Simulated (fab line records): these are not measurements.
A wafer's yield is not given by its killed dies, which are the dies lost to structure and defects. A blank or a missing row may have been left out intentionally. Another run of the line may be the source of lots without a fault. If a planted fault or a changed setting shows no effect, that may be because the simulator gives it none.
The tool behind it: which one?	flow sky130	Sampling: 11 lots, 33 wafers, 5 of 708 route steps

WHAT THE GAUGES SHOWED, per wafer
SKY_SONOS_TUNNEL_TW_MEAS_12.
lot	measured	on	SONOS_TUNNEL_TW
L717	day 11 10:40	film_metro-03	196.4 197.5 197.3
L720	day 12 14:53	film_metro-03	198.3 197.9 196.7
L722	day 12 21:41	film_metro-03	197.1 198.6 198.0
L723	day 13 11:05	film_metro-03	196.6 196.7 196.7
L724	day 13 23:59	film_metro-03	197.5 196.8 197.1
L725	day 14 02:35	film_metro-02	196.7 195.5 195.4
L734	day 17 09:44	film_metro-03	222.3 221.2 222.0
L735	day 17 21:30	film_metro-01	224.2 224.3 224.9
L736	day 18 00:09	film_metro-02	193.8 194.1 195.3
L738	day 18 12:13	film_metro-03	198.5 198.3 198.4
L739	day 18 20:32	film_metro-02	194.5 194.8 194.3

SKY_SD_N_OVL_MEAS_08.
lot	measured	on	SD_N_OVL (nm)
L717	day 28 00:32	overlay-01	-1.4 -2.6 -0.1
L720	day 29 02:35	overlay-01	-1.7 -1.3 -1.7
L722	day 29 14:33	overlay-01	1.0 2.2 0.2
L723	day 30 02:38	overlay-01	2.1 2.1 1.8
L724	day 30 21:05	overlay-02	-3.1 -2.1 -1.4
L725	day 30 19:40	overlay-01	-0.6 -1.2 -0.9
L734	day 33 23:22	overlay-02	1.4 -0.6 -0.4
L735	day 34 16:52	overlay-01	-1.4 0.2 -0.2
L736	day 34 19:12	overlay-02	2.6 0.7 2.9
L738	day 35 04:48	overlay-02	2.3 2.0 1.6
L739	day 35 07:41	overlay-02	-1.6 -1.1 -0.7

EACH LOT AND THE TOOL THAT RAN IT (in order: tool; ch and the chambers of the sampled wafers; start)
lot	SKY_SONOS_TUNNEL_IMPLANT_09	SKY_POLY_GATE_STRIP_18	SKY_SD_P_STRIP_10
L717	implanter-02 ch 0, day 11 10:16	plasma_asher-04 ch 0,1, day 16 10:56	plasma_asher-02 ch 0,1, day 25 14:01
L720	implanter-03 ch 0, day 12 14:28	plasma_asher-04 ch 1, day 17 16:52	plasma_asher-02 ch 0, day 26 17:04
L722	implanter-01 ch 0, day 12 21:16	plasma_asher-03 ch 0,1, day 18 02:23	plasma_asher-02 ch 0,1, day 27 05:11
L723	implanter-02 ch 0, day 13 10:41	plasma_asher-02 ch 0,1, day 18 13:37	plasma_asher-01 ch 0,1, day 27 17:26
L724	implanter-02 ch 0, day 13 23:22	plasma_asher-02 ch 0,1, day 19 11:35	plasma_asher-01 ch 0,1, day 28 11:26
L725	implanter-02 ch 0, day 14 02:11	plasma_asher-04 ch 0, day 19 11:19	plasma_asher-04 ch 1, day 28 10:26
L734	implanter-02 ch 0, day 17 09:10	plasma_asher-03 ch 0,1, day 22 22:23	plasma_asher-04 ch 0,1, day 31 15:07
L735	implanter-02 ch 0, day 17 21:05	plasma_asher-04 ch 0,1, day 23 14:28	plasma_asher-01 ch 0,1, day 32 10:14
L736	implanter-01 ch 0, day 17 23:46	plasma_asher-03 ch 0,1, day 23 16:49	plasma_asher-02 ch 0,1, day 32 12:33
L738	implanter-03 ch 0, day 18 11:50	plasma_asher-03 ch 0,1, day 24 05:14	plasma_asher-04 ch 0,1, day 32 21:48
L739	implanter-01 ch 0, day 18 20:07	plasma_asher-03 ch 0,1, day 24 12:01	plasma_asher-01 ch 1, day 33 00:26
- SKY_SONOS_TUNNEL_IMPLANT_09
- SKY_POLY_GATE_STRIP_18: strips in O2/N2.
- SKY_SD_P_STRIP_10: strips in O2/N2.

WHAT THE TOOLS THEMSELVES READ (means of the sampled wafers that have a number; where no wafer has one, the mark that the record gives instead)
SKY_SONOS_TUNNEL_IMPLANT_09.
lot	tool	dose_ions_cm2	faraday_current_uA
L717	implanter-02	9.9837e+11	5.63
L720	implanter-03	1.0011e+12	5.59
L722	implanter-01	1.0010e+12	5.66
L723	implanter-02	1.0005e+12	5.62
L724	implanter-02	1.0003e+12	5.68
L725	implanter-02	1.0005e+12	5.56
L734	implanter-02	1.5212e+12	8.53
L735	implanter-02	1.5228e+12	8.49
L736	implanter-01	1.0011e+12	5.51
L738	implanter-03	9.9940e+11	5.70
L739	implanter-01	1.0023e+12	5.69

SKY_POLY_GATE_STRIP_18.
lot	tool	chamber_pressure_mTorr (mTorr)	drypump_motor_current_A (A)	o2_flow_sccm (sccm)	oes_product_au (a.u.)	strip_time_to_endpoint_s (s)
L717	plasma_asher-04	1498.9	5.72	2988	0.359	3.16
L720	plasma_asher-04	1499.9	5.99	2999	0.357	3.19
L722	plasma_asher-03	1500.1	5.78	3011	0.357	3.14
L723	plasma_asher-02	1501.1	5.76	2995	0.363	3.16
L724	plasma_asher-02	1499.6	5.77	3004	0.360	3.20
L725	plasma_asher-04	1498.8	5.26	2998	0.359	3.20
L734	plasma_asher-03	1500.6	5.77	2999	0.363	3.16
L735	plasma_asher-04	1499.4	5.49	3013	0.363	3.18
L736	plasma_asher-03	1499.5	5.63	2989	0.359	3.16
L738	plasma_asher-03	1501.4	5.79	2999	0.362	3.16
L739	plasma_asher-03	1500.1	5.67	2997	0.358	3.17

SKY_SD_P_STRIP_10.
lot	tool	chamber_pressure_mTorr (mTorr)	drypump_motor_current_A (A)	o2_flow_sccm (sccm)	oes_product_au (a.u.)	strip_time_to_endpoint_s (s)
L717	plasma_asher-02	1500.4	5.9	3002	0.619	17.46
L720	plasma_asher-02	1500.3	5.6	3008	0.621	17.60
L722	plasma_asher-02	1498.7	5.9	2997	0.623	17.52
L723	plasma_asher-01	1500.9	6.3	3007	0.615	17.50
L724	plasma_asher-01	1500.9	6.4	3001	0.619	17.49
L725	plasma_asher-04	1500.3	6.0	3000	0.620	17.52
L734	plasma_asher-04	1500.5	5.8	2996	0.620	17.54
L735	plasma_asher-01	1501.0	6.3	2993	0.618	17.40
L736	plasma_asher-02	1499.8	5.9	3001	0.615	17.46
L738	plasma_asher-04	1499.8	5.5	3003	0.617	17.54
L739	plasma_asher-01	1499.4	6.5	3006	0.615	17.51

THE ANSWER, worked out from the rows above alone
Rule: usual is defined by the lots themselves. Put in order of their means at a reading, lots are off if they are a third of the lots or fewer, leave a main group of 4 or more, and stand apart from it by a gap of 3 or more times the standard deviation of the main group's means; of several such gaps the widest counts. The tables above print the reading to a certain number of digits; a main group whose means all agree to those digits is not used. A lot without any number at a reading at which 4 lots or more have one is off too. The other lots that the step has rows for count as sound. The gauges are gone through in route order, then the tools' own readings, and for those a lot's mean is taken as printed above. At the first step where some lot is off, the reading lying furthest off is the one used; lots without a number count as furthest.
Off: L734, L735, seen at SKY_SONOS_TUNNEL_TW_MEAS_12 (SONOS_TUNNEL_TW). For the main group the mean is 196.6 and the standard deviation 1.3.
A tool fits if, at a process step before that reading, it ran every lot that is off, and no sound lot after the first of them. Not tried: the gauges at SKY_SONOS_TUNNEL_TW_MEAS_12; whatever is off there is also off at SKY_SONOS_TUNNEL_IMPLANT_09, on other tools, and gauge error can't account for it. One candidate fits, namely implanter-02 at SKY_SONOS_TUNNEL_IMPLANT_09. A fault onset in the window from L725 (day 14 02:11, its last sound lot) to L734 (day 17 09:10, its first lot off) fits.
The tool's own readings at SKY_SONOS_TUNNEL_IMPLANT_09 bear it out: on the lots that are off they differ by more than 5 times the standard deviation of the sound lots' means. dose_ions_cm2 reads 1.5220e+12 there against 1.0005e+12 on the sound lots; faraday_current_uA reads 8.51 there against 5.63 on the sound lots.

WHAT THE SIMULATOR HAD PUT IN
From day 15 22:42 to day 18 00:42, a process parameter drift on implanter-02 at SKY_SONOS_TUNNEL_IMPLANT_09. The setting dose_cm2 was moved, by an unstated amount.
Struck lots among those shown: L734, L735. The same result came from the rule above.
